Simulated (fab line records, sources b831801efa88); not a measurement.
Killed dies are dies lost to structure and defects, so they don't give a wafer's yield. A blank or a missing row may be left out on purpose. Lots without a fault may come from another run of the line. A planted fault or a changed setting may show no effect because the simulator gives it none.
fab line records | flow sky130
record lots=7 wafers=21 last_day=50
route steps=708 shown METAL5@664 PAD_OPEN@708
lots that met no fault: from a run of the same line without faults
start_h: hours from the record's first day to the start of the lot's first wafer shown | wait_h: hours since the lot's step before | " the same as in the row above | L1.1+2: a row that stands for several wafers | - no value, or no start given | * or withheld: withheld | < > ~ a bound
route shown NAME@n: a module of which the file shows steps, and the number in the route of the first | usual: mean/standard deviation of fault-free wafers | same: alike in all rows | chamber/n: place in a boat | sites: the reading at each site | _std_site: their standard deviation | _edge_site: outer sites' mean less inner sites' | radius_mm: how far each site lies from the wafer's centre | mask NAME#n: copy n | behind: the tool/chamber that last shaped the wafer | hold: why the lot was held/for how many hours/how that ended | device: the transistor (n, p or np) that didn't switch | end of line: the same wafers' tests at the end of the route | a step without rows: its recipe alone | killed: dies lost to structure and defects at the first sort, not the wafer's yield | map: a wafer's dies, x killed, . not, _ none there
set.NAME: the setting as run; set.NAME@STEP: as run at that earlier step | model.NAME: the simulator's own value behind a step, which no gauge read
lots at some steps of the route; a table a step, a row a wafer
services: from which hour (start_h, from the record's first day; less than 0 if before it) a tool's chamber was out of use, for how many hours, and why
## steps
# step SKY_METAL5_SPUTTER_03
# recipe material=Ti target_thk_nm=5 power_w=3000 time_s=3.3 chamber_pressure_pa=0.4
# usual throttle_valve_pct=29.6/0.85
# columns lot.wafer tool chamber start_h wait_h throttle_valve_pct
L939.1 pvd_sputter-02 - 1047.16 0.0 30.0
L939.2 " - " " 31.8
L939.6 " - " " 29.7
L942.2 pvd_sputter-03 - 1061.66 0.0 30.1
L942.4 " - " " 29.9
L942.5 " - " " 29.8
L943.2 pvd_sputter-03 - 1067.02 0.0 28.8
L943.3 " - " " 29.8
L943.4 " - " " 30.0
L946.1 pvd_sputter-03 - 1074.23 0.0 29.8
L946.2 " - " " 28.9
L946.4 " - " " 30.1
L955.2 pvd_sputter-03 - 1120.76 0.0 29.5
L955.5 " - " " 29.2
L955.6 " - " " 29.6
L956.3 pvd_sputter-04 - 1132.67 0.0 29.2
L956.4 " - " " 27.0
L956.5 " - " " 26.9
L959.4 pvd_sputter-03 - 1142.42 0.0 29.5
L959.5 " - " " 28.9
L959.6 " - " " 29.6
# step SKY_METAL5_SPUTTER_04
# recipe material=TiN target_thk_nm=70 power_w=6500 time_s=58.3 chamber_pressure_pa=0.3883
# usual throttle_valve_pct=29.5/0.85
# columns lot.wafer tool chamber start_h wait_h throttle_valve_pct
L939.1 pvd_sputter-02 - 1047.18 0.0 30.0
L939.2 " - " " 32.0
L939.6 " - " " 29.6
L942.2 pvd_sputter-03 - 1061.68 0.0 30.0
L942.4 " - " " 29.8
L942.5 " - " " 29.4
L943.2 pvd_sputter-03 - 1067.04 0.0 29.1
L943.3 " - " " 29.5
L943.4 " - " " 30.2
L946.1 pvd_sputter-03 - 1074.25 0.0 29.6
L946.2 " - " " 28.9
L946.4 " - " " 30.3
L955.2 pvd_sputter-03 - 1120.78 0.0 29.6
L955.5 " - " " 29.2
L955.6 " - " " 29.6
L956.3 pvd_sputter-04 - 1132.69 0.0 29.1
L956.4 " - " " 27.0
L956.5 " - " " 27.0
L959.4 pvd_sputter-03 - 1142.46 0.0 29.3
L959.5 " - " " 28.6
L959.6 " - " " 29.9
# step SKY_METAL5_RS_MEAS_05
# recipe thk_meas_gauge=four-point-probe reads=TiN_of_METAL5_SPUTTER_04+Ti_of_METAL5_SPUTTER_03+AlCu_of_METAL5_SPUTTER_02+TiN_of_METAL5_SPUTTER_01+Ti_of_METAL5_SPUTTER_00
# usual METAL5_ALCU_RS=0.02715/0.00025
# columns lot.wafer tool chamber start_h wait_h METAL5_ALCU_RS[ohm/sq]
L939.1 film_metro-04 - 1047.23 0.0 0.02759
L939.2 " - " " 0.0276
L939.6 " - " " 0.02767
L942.2 film_metro-04 - 1061.75 0.0 0.02702
L942.4 " - " " 0.02707
L942.5 " - " " 0.02705
L943.2 film_metro-04 - 1067.11 0.0 0.02728
L943.3 " - " " 0.02682
L943.4 " - " " 0.02682
L946.1 film_metro-02 - 1074.30 0.0 0.02702
L946.2 " - " " 0.02706
L946.4 " - " " 0.02687
L955.2 film_metro-04 - 1120.86 0.0 0.02679
L955.5 " - " " 0.02693
L955.6 " - " " 0.0269
L956.3 film_metro-02 - 1132.78 0.1 0.02721
L956.4 " - " " 0.02732
L956.5 " - " " 0.02743
L959.4 film_metro-03 - 1142.54 0.1 0.02697
L959.5 " - " " 0.0272
L959.6 " - " " 0.02744
# step SKY_METAL5_THK_MEAS_06
# recipe thk_meas_gauge=xrf reads=AlCu_of_METAL5_SPUTTER_02
# usual METAL5_ALCU_THK=1171/13
# columns lot.wafer tool chamber start_h wait_h METAL5_ALCU_THK[nm]
L939.1 film_metro-04 - 1047.35 0.1 1152
L939.2 " - " " 1144
L939.6 " - " " 1147
L942.2 film_metro-04 - 1061.86 0.1 1177
L942.4 " - " " 1180
L942.5 " - " " 1183
L943.2 film_metro-04 - 1067.22 0.1 1169
L943.3 " - " " 1190
L943.4 " - " " 1189
L946.1 film_metro-02 - 1074.42 0.1 1182
L946.2 " - " " 1179
L946.4 " - " " 1177
L955.2 film_metro-04 - 1120.97 0.1 1188
L955.5 " - " " 1175
L955.6 " - " " 1181
L956.3 film_metro-02 - 1132.88 0.1 1164
L956.4 " - " " 1159
L956.5 " - " " 1144
L959.4 film_metro-03 - 1142.63 0.1 1192
L959.5 " - " " 1174
L959.6 " - " " 1166
# step SKY_METAL5_DEHYDRATE_07
# recipe temp_c=200 time_s=60
# step SKY_METAL5_HMDS_08
# recipe prime_time_s=60 prime_temp_c=120
# step SKY_METAL5_COAT_09
# recipe resist=NOVOLAK spin_rpm=3000 resist_thk_nm=1800
# step SKY_METAL5_SOFTBAKE_10
# recipe temp_c=90 time_s=60 resist=NOVOLAK
# step SKY_METAL5_EXPOSE_11
# recipe mask_id=MM5 na=0.6 source_shape=conventional sigma_outer=0.6 polarization=unpolarized target_cd_nm=1600 dose_mj=190
# step SKY_METAL5_PEB_12
# recipe temp_c=withheld time_s=* resist=NOVOLAK
# step SKY_METAL5_DEVELOP_13
# recipe resist=NOVOLAK developer=TMAH develop_time_s=60 dev_temp_c=23
# step SKY_METAL5_DESCUM_14
# recipe chemistry=O2 source_power_w=150 bias_power_w=0 pressure_mtorr=10 temp_c=40 time_s=11
# usual drypump_motor_current_A=5.3/0.39 oes_product_au=0.998/0.0089
# columns lot.wafer tool chamber start_h wait_h drypump_motor_current_A oes_product_au rf_hours_counter_h
L939.1 rie_metal-01 1 1068.50 0.1 4.7 0.983 7
L939.2 " 0 " " 5.3 0.991 9
L939.6 " 1 " " 4.7 0.990 -
L942.2 rie_metal-01 0 1081.43 0.1 5.3 0.996 10
L942.4 " 1 " " 4.7 0.983 -
L942.5 " 1 " " 4.7 1.001 -
L943.2 rie_metal-01 1 1087.48 0.1 4.7 0.993 9
L943.3 " 1 " " 4.7 0.988 -
L943.4 " 0 " " 5.3 0.994 -
L946.1 rie_metal-01 1 1094.82 0.1 4.7 0.991 9
L946.2 " 0 " " 5.3 1.003 12
L946.4 " 0 " " 5.3 1.007 -
L955.2 rie_metal-02 0 1139.93 0.1 5.5 1.012 15
L955.5 " 0 " " 5.5 1.019 -
L955.6 " 1 " " 5.7 1.014 -
L956.3 rie_metal-04 0 1151.26 0.1 5.9 1.005 -
L956.4 " 1 " " 5.2 0.993 -
L956.5 " 1 " " 5.3 1.006 -
L959.4 rie_metal-01 1 1160.16 0.1 4.7 0.984 -
L959.5 " 0 " " 5.3 0.983 -
L959.6 " 1 " " 4.7 0.979 -
# step SKY_METAL5_METAL_ETCH_15
# recipe target_depth_a=12600 stop_on=SiO2 over_etch_frac=0.2 time_s=252 chemistry=Cl2/BCl3 resist_sidewall_deg=86 pressure_mtorr=10 icp_w=900 bias_w=48.5 Cl2_flow_sccm=60 bcl3_flow_sccm=30
# usual drypump_motor_current_A=5.3/0.39 oes_product_au=0.893/0.0051 run_length_s=280.4/0.38 throttle_valve_pct=22.264/0.0081
# columns lot.wafer tool chamber start_h wait_h drypump_motor_current_A oes_product_au rf_hours_counter_h run_length_s throttle_valve_pct model.NOVOLAK_of_METAL5_COAT_09.thk_nm
L939.1 rie_metal-01 1 1068.53 0.0 4.7 0.880 7 280.5 22.262 1044
L939.2 " 0 " " 5.3 0.893 9 280.3 22.284 1041
L939.6 " 1 " " 4.7 0.891 - 280.4 22.272 1049
L942.2 rie_metal-01 0 1081.47 0.0 5.3 0.865 10 298.8 22.259 979
L942.4 " 1 " " 4.7 0.896 - 280.7 22.271 1047
L942.5 " 1 " " 4.7 0.895 - 280.4 22.260 1049
L943.2 rie_metal-01 1 1087.52 0.0 4.7 0.905 9 280.2 22.268 1058
L943.3 " 1 " " 4.7 0.891 - 280.4 22.269 1052
L943.4 " 0 " " 5.3 0.854 - 298.6 22.269 987
L946.1 rie_metal-01 1 1094.86 0.0 4.7 0.894 9 280.5 22.254 1053
L946.2 " 0 " " 5.3 0.853 12 299.2 22.260 980.4
L946.4 " 0 " " 5.3 0.859 - 299.5 22.269 982.2
L955.2 rie_metal-02 0 1139.97 0.0 5.5 0.896 15 280.3 22.263 1025
L955.5 " 0 " " 5.5 0.901 - 280.3 22.268 1030
L955.6 " 1 " " 5.6 0.894 - 279.7 22.271 1028
L956.3 rie_metal-04 0 1151.36 0.1 5.9 0.893 - 281.4 22.260 1034
L956.4 " 1 " " 5.2 0.887 - 280.2 22.271 1029
L956.5 " 1 " " 5.2 0.886 - 280.0 22.263 1040
L959.4 rie_metal-01 1 1160.26 0.1 4.7 0.892 - 281.1 22.261 1051
L959.5 " 0 " " 5.3 0.894 - 280.3 22.248 1041
L959.6 " 1 " " 4.7 0.897 - 280.5 22.267 1050
# step SKY_METAL5_STRIP_16
# recipe chemistry=O2/N2 power_w=1400 pressure_mtorr=1500 platen_temp_c=withheld o2_flow_sccm=3000 n2_flow_sccm=300 overash_fraction=0.5
# usual drypump_motor_current_A=5.6/0.45 oes_product_au=0.710/0.0043 strip_time_to_endpoint_s=13.11/0.12
# columns lot.wafer tool chamber start_h wait_h drypump_motor_current_A oes_product_au rf_hours_counter_h strip_time_to_endpoint_s
L939.1 plasma_asher-01 1 1068.76 0.2 4.9 0.708 30 13.20
L939.2 " 0 " " 6.0 0.715 30 13.16
L939.6 " 0 " " 6.0 0.710 - 13.24
L942.2 plasma_asher-04 0 1081.70 0.2 5.7 0.705 66 12.49
L942.4 " 0 " " 5.7 0.704 - 13.21
L942.5 " 0 " " 5.7 0.711 - 13.25
L943.2 plasma_asher-04 1 1087.75 0.2 5.2 0.710 66 13.31
L943.3 " 1 " " 5.2 0.709 - 13.25
L943.4 " 0 " " 5.7 0.713 - 12.58
L946.1 plasma_asher-04 1 1095.09 0.2 5.2 0.707 67 13.26
L946.2 " 0 " " 5.7 0.712 67 12.49
L946.4 " 1 " " 5.2 0.717 - 12.54
L955.2 plasma_asher-02 1 1140.20 0.2 6.4 0.711 6 12.96
L955.5 " 1 " " 6.4 0.716 - 13.02
L955.6 " 0 " " 5.8 0.718 - 12.99
L956.3 plasma_asher-01 0 1151.55 0.1 6.0 0.703 - 13.06
L956.4 " 1 " " 4.9 0.711 - 13.00
L956.5 " 0 " " 6.0 0.714 - 13.13
L959.4 plasma_asher-01 0 1160.45 0.1 6.0 0.704 - 13.24
L959.5 " 1 " " 5.0 0.705 - 13.17
L959.6 " 0 " " 6.0 0.701 - 13.21
# step SKY_METAL5_STRIP_17
# recipe chemistry=post_etch_residue_remover time_s=1200 temp_c=72.5
# step SKY_PAD_OPEN_PROBE_99
# usual defect_limited_yield=82.4/1.9 killed_at_M0_to_M3=44/7.2 killed_at_M4_up=3.2/1.8 killed_at_contacts=24/5.4 killed_at_front_end=15/4 killed_at_other=0.3/0.56 killed_dies=87/9.2 killed_open=47/7.3 killed_short=39/5.7 sort_bin_3_pad_short=0.9/0.45 sort_bin_5_function=10.6/1.5 sort_bin_6_memory=6.2/1.1 sort_n_pass=405/9.2 sort_yield_pct=82.4/1.9
# same gross_dies=492 killed_at_back_side=0 sort_bin_4_leakage[%]=0 sort_bin_8_speed[%]=0
# columns lot.wafer tool chamber start_h wait_h defect_limited_yield[%] killed_at_M0_to_M3 killed_at_M4_up killed_at_contacts killed_at_front_end killed_at_other killed_dies killed_open killed_short sort_bin_3_pad_short[%] sort_bin_5_function[%] sort_bin_6_memory[%] sort_n_pass sort_yield_pct[%]
L939.1 prober-01 - 1113.09 0.1 82.9 38 4 25 17 0 84 43 41 2.0 11.4 3.7 408 82.9
L939.2 prober-01 - 1113.14 0.1 80.1 47 1 32 18 0 98 56 41 1.0 13.2 5.7 394 80.1
L939.6 prober-01 - 1113.34 0.2 82.5 48 3 20 15 0 86 51 35 0.8 9.6 7.1 406 82.5
L942.2 prober-02 - 1125.93 0.1 84.3 38 2 24 12 1 77 46 31 0.6 10.4 4.7 415 84.3
L942.4 prober-02 - 1126.03 0.2 83.9 36 4 22 16 1 79 43 36 0.8 8.9 6.3 413 83.9
L942.5 prober-02 - 1126.08 0.2 79.9 53 3 21 21 1 99 53 46 0.4 12.4 7.3 393 79.9
L943.2 prober-01 - 1132.08 0.1 83.9 42 2 16 19 0 79 46 33 0.8 9.6 5.7 413 83.9
L943.3 prober-01 - 1132.13 0.2 81.5 48 4 26 13 0 91 54 37 0.8 10.6 7.1 401 81.5
L943.4 prober-01 - 1132.18 0.2 80.7 37 6 35 16 1 95 52 43 1.0 12.6 5.7 397 80.7
L946.1 prober-01 - 1138.25 0.1 82.7 42 3 25 14 1 85 44 41 0.8 10.4 6.1 407 82.7
L946.2 prober-01 - 1138.30 0.1 81.9 47 0 24 18 0 89 43 46 0.8 12.0 5.3 403 81.9
L946.4 prober-01 - 1138.40 0.2 82.9 49 5 18 12 0 84 45 39 0.6 9.6 6.9 408 82.9
L955.2 prober-01 - 1178.56 0.1 83.5 38 0 29 13 1 81 50 31 1.0 10.6 4.9 411 83.5
L955.5 prober-01 - 1178.71 0.2 79.7 55 4 31 10 0 100 61 39 0.6 12.4 7.3 392 79.7
L955.6 prober-01 - 1178.76 0.2 82.3 49 0 27 11 0 87 58 29 0.4 12.2 5.1 405 82.3
L956.3 prober-02 - 1187.48 0.2 83.1 37 1 24 21 0 83 47 36 0.2 10.6 6.1 409 83.1
L956.4 prober-02 - 1187.53 0.2 83.7 31 2 18 29 0 80 48 31 0.8 8.7 6.7 412 83.7
L956.5 prober-02 - 1187.58 0.2 83.7 39 3 19 18 1 80 49 31 0 11.4 4.9 412 83.7
L959.4 prober-01 - 1196.38 0.2 80.5 57 2 25 11 1 96 43 51 1.0 12.0 6.5 396 80.5
L959.5 prober-01 - 1196.43 0.2 81.9 44 3 23 19 0 89 51 36 0.6 11.6 5.9 403 81.9
L959.6 prober-01 - 1196.48 0.2 82.7 54 1 13 17 0 85 42 41 0.6 9.3 7.3 407 82.7
# killed by level:class
L939.1 CONTACT:geometric_particle:open=9 METAL2:geometric_particle:short=9 LI_CONTACT:geometric_particle:open=8 VIA1:geometric_particle:open=8 METAL1:geometric_particle:short=6 FIELD_ISO:geometric_particle:short=5 POLY_GATE:geometric_particle:open=5 CONTACT:geometric_particle:short=4
L939.2 CONTACT:geometric_particle:open=11 VIA1:geometric_particle:open=9 VIA2:geometric_particle:open=9 LI_CONTACT:geometric_particle:open=8 FIELD_ISO:geometric_particle:short=7 LI_CONTACT:geometric_particle:short=5 VIA1:geometric_particle:short=5 METAL1:geometric_particle:short=4
L939.6 VIA1:geometric_particle:open=11 CONTACT:geometric_particle:open=9 FIELD_ISO:geometric_particle:open=7 VIA3:geometric_particle:open=7 VIA1:geometric_particle:short=6 VIA2:geometric_particle:open=5 LOCAL_INTERCONNECT:geometric_particle:short=4 METAL1:geometric_particle:short=4
L942.2 VIA1:geometric_particle:open=13 CONTACT:geometric_particle:open=11 VIA1:geometric_particle:short=7 LI_CONTACT:geometric_particle:open=5 FIELD_ISO:geometric_particle:open=4 VIA3:geometric_particle:open=4 METAL1:geometric_particle:short=4 LOCAL_INTERCONNECT:geometric_particle:short=4
L942.4 VIA3:geometric_particle:open=11 VIA1:geometric_particle:open=9 LOCAL_INTERCONNECT:geometric_particle:short=6 CONTACT:geometric_particle:open=5 METAL1:geometric_particle:short=5 FIELD_ISO:geometric_particle:open=4 CONTACT:geometric_particle:short=4 METAL4:geometric_particle:short=4
L942.5 VIA1:geometric_particle:open=11 VIA3:geometric_particle:open=10 LI_CONTACT:geometric_particle:open=8 FIELD_ISO:geometric_particle:open=7 VIA2:geometric_particle:open=7 CONTACT:geometric_particle:short=6 VIA3:geometric_particle:short=6 VIA2:geometric_particle:short=5
L943.2 FIELD_ISO:geometric_particle:open=7 VIA1:geometric_particle:open=7 CONTACT:geometric_particle:open=7 VIA2:geometric_particle:open=7 METAL2:geometric_particle:short=6 METAL1:geometric_particle:short=5 VIA1:geometric_particle:short=5 METAL3:geometric_particle:short=4
L943.3 CONTACT:geometric_particle:open=14 VIA1:geometric_particle:open=14 VIA1:geometric_particle:short=8 LI_CONTACT:geometric_particle:open=5 VIA2:geometric_particle:open=5 METAL2:geometric_particle:short=5 METAL1:geometric_particle:open=4 FIELD_ISO:geometric_particle:short=3
L943.4 CONTACT:geometric_particle:open=11 VIA1:geometric_particle:open=8 LI_CONTACT:geometric_particle:open=7 LOCAL_INTERCONNECT:geometric_particle:short=7 POLY_GATE:geometric_particle:open=6 METAL1:geometric_particle:short=5 VIA3:geometric_particle:open=5 METAL2:geometric_particle:short=5
L946.1 VIA2:geometric_particle:open=9 METAL2:geometric_particle:short=9 CONTACT:geometric_particle:open=9 METAL1:geometric_particle:short=7 LI_CONTACT:geometric_particle:open=7 FIELD_ISO:geometric_particle:short=5 CONTACT:geometric_particle:short=5 VIA1:geometric_particle:open=5
L946.2 METAL2:geometric_particle:short=14 VIA1:geometric_particle:open=12 LI_CONTACT:geometric_particle:open=10 FIELD_ISO:geometric_particle:short=8 CONTACT:geometric_particle:short=6 VIA3:geometric_particle:open=6 FIELD_ISO:geometric_particle:open=5 CONTACT:geometric_particle:open=4
L946.4 VIA1:geometric_particle:open=8 METAL1:geometric_particle:short=7 VIA3:geometric_particle:open=7 CONTACT:geometric_particle:open=6 FIELD_ISO:geometric_particle:open=5 METAL2:geometric_particle:short=5 VIA2:geometric_particle:short=5 FIELD_ISO:geometric_particle:short=4
L955.2 CONTACT:geometric_particle:open=10 VIA1:geometric_particle:open=10 VIA3:geometric_particle:open=9 LI_CONTACT:geometric_particle:open=7 CONTACT:geometric_particle:short=6 METAL2:geometric_particle:short=6 LI_CONTACT:geometric_particle:short=5 FIELD_ISO:geometric_particle:open=4
L955.5 VIA1:geometric_particle:open=15 CONTACT:geometric_particle:open=12 VIA2:geometric_particle:open=12 VIA3:geometric_particle:open=8 LI_CONTACT:geometric_particle:short=6 CONTACT:geometric_particle:short=6 METAL1:geometric_particle:short=6 LI_CONTACT:geometric_particle:open=4
L955.6 VIA1:geometric_particle:open=16 LI_CONTACT:geometric_particle:open=10 CONTACT:geometric_particle:open=10 VIA3:geometric_particle:open=7 VIA1:geometric_particle:short=5 VIA2:geometric_particle:open=5 FIELD_ISO:geometric_particle:open=4 METAL2:geometric_particle:short=4
L956.3 CONTACT:geometric_particle:open=10 VIA2:geometric_particle:open=8 VIA1:geometric_particle:open=6 FIELD_ISO:geometric_particle:open=5 FIELD_ISO:geometric_particle:short=5 POLY_GATE:geometric_particle:short=5 POLY_GATE:geometric_particle:open=5 CONTACT:geometric_particle:short=5
L956.4 POLY_GATE:geometric_particle:open=10 LI_CONTACT:geometric_particle:open=9 FIELD_ISO:geometric_particle:open=8 VIA2:geometric_particle:open=5 POLY_GATE:geometric_particle:short=5 VIA3:geometric_particle:open=5 VIA1:geometric_particle:open=5 METAL2:geometric_particle:short=5
L956.5 VIA1:geometric_particle:open=10 FIELD_ISO:geometric_particle:open=7 VIA2:geometric_particle:open=6 CONTACT:geometric_particle:open=6 LI_CONTACT:geometric_particle:open=5 VIA1:geometric_particle:short=5 FIELD_ISO:geometric_particle:short=4 METAL1:geometric_particle:short=4
L959.4 METAL1:geometric_particle:short=16 VIA1:geometric_particle:open=12 CONTACT:geometric_particle:open=9 LI_CONTACT:geometric_particle:open=7 VIA3:geometric_particle:open=7 CONTACT:geometric_particle:short=6 METAL2:geometric_particle:short=6 VIA3:geometric_particle:short=6
L959.5 VIA3:geometric_particle:open=13 VIA1:geometric_particle:open=8 FIELD_ISO:geometric_particle:open=6 CONTACT:geometric_particle:open=6 LI_CONTACT:geometric_particle:open=6 CONTACT:geometric_particle:short=6 METAL2:geometric_particle:short=5 VIA3:geometric_particle:short=5
L959.6 VIA1:geometric_particle:open=10 VIA3:geometric_particle:open=10 METAL2:geometric_particle:short=7 VIA1:geometric_particle:short=7 CONTACT:geometric_particle:open=6 METAL1:geometric_particle:short=5 FIELD_ISO:geometric_particle:short=4 CONTACT:geometric_particle:short=4
## services
# columns tool chamber start_h hours kind
plasma_asher-02 - 1055.25 9.0 pm
plasma_asher-02 0 1055.25 9.0 vent_cycle
pvd_sputter-02 - 1060.02 3.7 repair
pvd_sputter-03 2 1061.73 - consumable_replace:kit
pvd_sputter-03 2 1061.73 18.0 scheduled_down
pvd_sputter-03 2 1061.73 18.0 vent_cycle
pvd_sputter-04 - 1075.36 3.0 repair
plasma_asher-02 - 1087.41 6.7 repair
pvd_sputter-03 - 1089.48 1.0 repair
plasma_asher-01 - 1104.12 0.4 repair
plasma_asher-02 - 1115.86 2.0 repair
pvd_sputter-03 1 1130.16 - consumable_replace:kit
pvd_sputter-03 1 1130.16 18.0 scheduled_down
pvd_sputter-03 1 1130.16 18.0 vent_cycle
pvd_sputter-04 2 1135.81 - consumable_replace:kit
pvd_sputter-04 2 1135.81 18.0 scheduled_down
pvd_sputter-04 2 1135.81 18.0 vent_cycle
pvd_sputter-02 - 1140.04 10.4 repair
plasma_asher-01 - 1140.73 7.5 repair
plasma_asher-02 - 1141.72 6.3 repair
pvd_sputter-02 0 1150.75 - consumable_replace:kit
pvd_sputter-02 0 1150.75 18.0 scheduled_down
pvd_sputter-02 0 1150.75 18.0 vent_cycle
pvd_sputter-04 - 1155.59 3.3 repair
## key
first_sign step=SKY_METAL5_METAL_ETCH_15 reading=run_length_s direction=up sigmas=49 usual=* struck=*
effect step=SKY_METAL5_METAL_ETCH_15 reading=oes_product_au direction=down sigmas=7.1 usual=0.893 struck=0.858
effect step=SKY_METAL5_STRIP_16 reading=strip_time_to_endpoint_s direction=down sigmas=4.7 usual=* struck=*
model_effect step=SKY_METAL5_METAL_ETCH_15 value=NOVOLAK_of_METAL5_COAT_09.thk_nm without=1038 struck=982.2
met_at SKY_METAL5_METAL_ETCH_15
struck_wafers L942.2,L943.4,L946.2,L946.4
onset_between 1068.53 1081.47
fault kind=process_parameter_drift tool=rie_metal-01 chamber=0 onset_h=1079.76 steps=SKY_METAL5_METAL_ETCH_15 channel=time_s offset=* shape=step end_h=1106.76 acts_in=* stated=*
